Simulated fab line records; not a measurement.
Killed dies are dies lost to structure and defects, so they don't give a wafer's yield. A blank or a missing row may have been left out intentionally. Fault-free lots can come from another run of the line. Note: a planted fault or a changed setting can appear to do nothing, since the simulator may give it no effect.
The same fault as seen by 2 desks    flow sky130    numbers are kept per desk, each desk with only its own; the story behind them comes last

METROLOGY DESK
Lot by lot, what the gauges showed, no matter which tool ran the lot: averages of those sampled wafers that carry a number. Any lot whose mean is over 4 standard deviations away from the usual mean is out of limits and marked OUT; that distance is given in the brackets.
Columns: A = SD_N_RS at SKY_SD_N_RS_MEAS_16, usual 68.51 ohm/sq; B = LI_CONTACT_HDPCVD_THK at SKY_LI_CONTACT_THK_MEAS_01, usual 929 nm; C = LI_CONTACT_OVL at SKY_LI_CONTACT_OVL_MEAS_13, usual 1 nm
lot   first seen here  A      B    C
L141  day 27 11:44     68.53  931  6
L142  day 27 17:50     68.54  933  1
L143  day 28 07:43     68.47  926  5
L146  day 30 12:57     68.40  922  1
L148  day 31 03:50     68.49  934  -4
L149  day 31 08:13     68.58  949  5
L150  day 31 14:22     68.64  925  -4
L152  day 32 07:50     68.38  929  1
L154  day 32 11:46     68.47  920  -6
L155  day 32 19:40     68.79  931  2
L161  day 34 16:08     68.50  931  -1
L162  day 34 21:23     68.47  922  -0
L163  day 35 02:46     68.61  929  2
L164  day 35 09:36     68.60  931  -2
This desk's finding: nothing out of limits on any of the 14 lots.

DESK OF THE TOOL OWNER: litho-track-04
At SKY_LI_CONTACT_SOFTBAKE_08 (time 92.34 s), the tool's own readings, given per lot that ran on this tool as the mean of the sampled wafers with a number. Any lot whose mean is over 4 standard deviations away from the usual mean is out of limits and marked OUT; that distance is given in the brackets.
Columns: A = chill-plate-temp-C at SKY_LI_CONTACT_SOFTBAKE_08, usual 23.01 C; B = heater-power-total-W at SKY_LI_CONTACT_SOFTBAKE_08, usual 57.30 W; C = plate-sensor-t-centre-C at SKY_LI_CONTACT_SOFTBAKE_08, usual 100.88 C; D = plate-sensor-t-edge-C at SKY_LI_CONTACT_SOFTBAKE_08, usual 100.95 C
lot   first seen here  A      B                C                        D
L142  day 28 08:00     22.92  57.34            100.88                   100.96
L146  day 31 03:00     23.00  57.24            100.88                   100.95
L148  day 31 18:00     22.95  57.32            100.89                   100.95
L154  day 33 01:00     23.10  56.33 (-10) OUT  99.64 (-99 or more) OUT  99.71 (-99 or more) OUT
L155  day 33 10:00     23.01  56.31 (-11) OUT  99.64 (-99 or more) OUT  99.71 (-99 or more) OUT
L164  day 35 23:00     22.98  57.26            100.88                   100.94
This desk's verdict: out of limits on L154, L155, starting with L154 at day 33 01:00 (heater-power-total-W at SKY_LI_CONTACT_SOFTBAKE_08). L142, L146, L148, L164: within limits.

PUT TOGETHER
The tool owner's desk could have raised an alarm at day 33 01:00, on L154, L155.
Metrology desk: nothing out of limits seen.
The metrology desk holds a record of L154, L155, inside its limits.
Of the lots named, all ran SKY_LI_CONTACT_SOFTBAKE_08 on litho-track-04.

WHAT THE SIMULATOR PUT IN
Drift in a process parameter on litho-track-04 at SKY_LI_CONTACT_SOFTBAKE_08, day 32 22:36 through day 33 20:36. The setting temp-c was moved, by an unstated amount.
Struck lots among those shown: L154, L155.
Each desk's first reading out of limits, in hours after the fault started: the tool owner's desk, 2.
